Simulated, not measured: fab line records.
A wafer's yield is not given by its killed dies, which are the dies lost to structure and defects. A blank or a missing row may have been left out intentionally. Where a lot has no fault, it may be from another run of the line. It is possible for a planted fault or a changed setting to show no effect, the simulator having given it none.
Matching of chambers    flow gf180mcu    GF_V2_ETCH_16 on rie_diel-01 has 4 sister chambers
The step etches BARC in N2/H2. 20 wafers are shown with their chamber, then 10 later ones without.

== WAFERS, EACH WITH ITS CHAMBER ==
wafer   chamber  drypump_motor_current_A (A)  throttle_valve_pct (%)  oes_product_au (a.u.)
L074.4  0        6.08                         13.232                  0.850
L074.5  3        5.83                         13.233                  0.850
L074.6  0        6.09                         13.226                  0.857
L077.2  2        6.03                         13.234                  0.860
L077.3  1        6.04                         13.242                  0.853
L077.5  2        6.04                         13.201                  0.859
L081.2  0        6.06                         13.210                  0.846
L081.5  1        6.04                         13.235                  0.857
L081.6  0        6.05                         13.220                  0.854
L083.1  2        6.02                         13.227                  0.852
L083.2  3        5.85                         13.233                  0.850
L083.6  2        6.02                         13.217                  0.851
L087.1  3        5.86                         13.226                  0.856
L087.4  2        6.01                         13.229                  0.853
L087.6  0        6.05                         13.230                  0.849
L089.1  0        6.06                         13.237                  0.847
L089.3  2        6.03                         13.212                  0.854
L089.4  0        6.07                         13.233                  0.856
L092.1  1        6.05                         13.230                  0.857
L092.2  2        6.02                         13.224                  0.854

SIGNATURES, as means of the wafers listed above
reading                  chamber 0  chamber 1  chamber 2  chamber 3  scatter within a chamber
drypump_motor_current_A  6.0657     6.0433     6.0243     5.8467     0.0124
throttle_valve_pct       13.22686   13.23567   13.22057   13.23067   0.00931
oes_product_au           0.85129    0.85567    0.85471    0.85200    0.00372
Rule: a wafer lies at a distance from a chamber equal to the root of the sum of squares, over the readings, of (its reading less the chamber's mean, divided by the reading's scatter). If the next closest chamber is less than 2 further off than the closest, the wafer can't be placed; otherwise it belongs to the closest. The scatter is the square root of a quotient: the sum, over the shown wafers, of each reading's squared deviation from its chamber's mean, divided by wafers minus chambers.

== WAFERS WHOSE CHAMBER IS MISSING ==
wafer   drypump_motor_current_A (A)  throttle_valve_pct (%)  oes_product_au (a.u.)
L092.3  6.06                         13.224                  0.855
L094.1  5.81                         13.234                  0.856
L094.4  6.02                         13.224                  0.850
L094.5  5.82                         13.219                  0.846
L096.2  5.85                         13.210                  0.862
L096.4  6.04                         13.223                  0.851
L096.5  6.03                         13.221                  0.865
L097.1  6.01                         13.220                  0.856
L097.2  6.06                         13.218                  0.865
L097.6  5.84                         13.220                  0.851

== WHICH CHAMBER EACH WENT THROUGH ==
wafer   from the rows above           in truth
L092.3  can't be placed: 0 or 1 or 2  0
L094.1  3                             3
L094.4  can't be placed: 2 or 1       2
L094.5  3                             3
L096.2  3                             3
L096.4  can't be placed: 2 or 1 or 0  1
L096.5  can't be placed: 2 or 1 or 0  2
L097.1  can't be placed: 2 or 1       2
L097.2  can't be placed: 1 or 0 or 2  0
L097.6  3                             3
Correctly placed: 4 of 10. Cannot be placed on the basis of these rows: 6; the candidates contain the true chamber in 6. Number placed wrongly: 0.
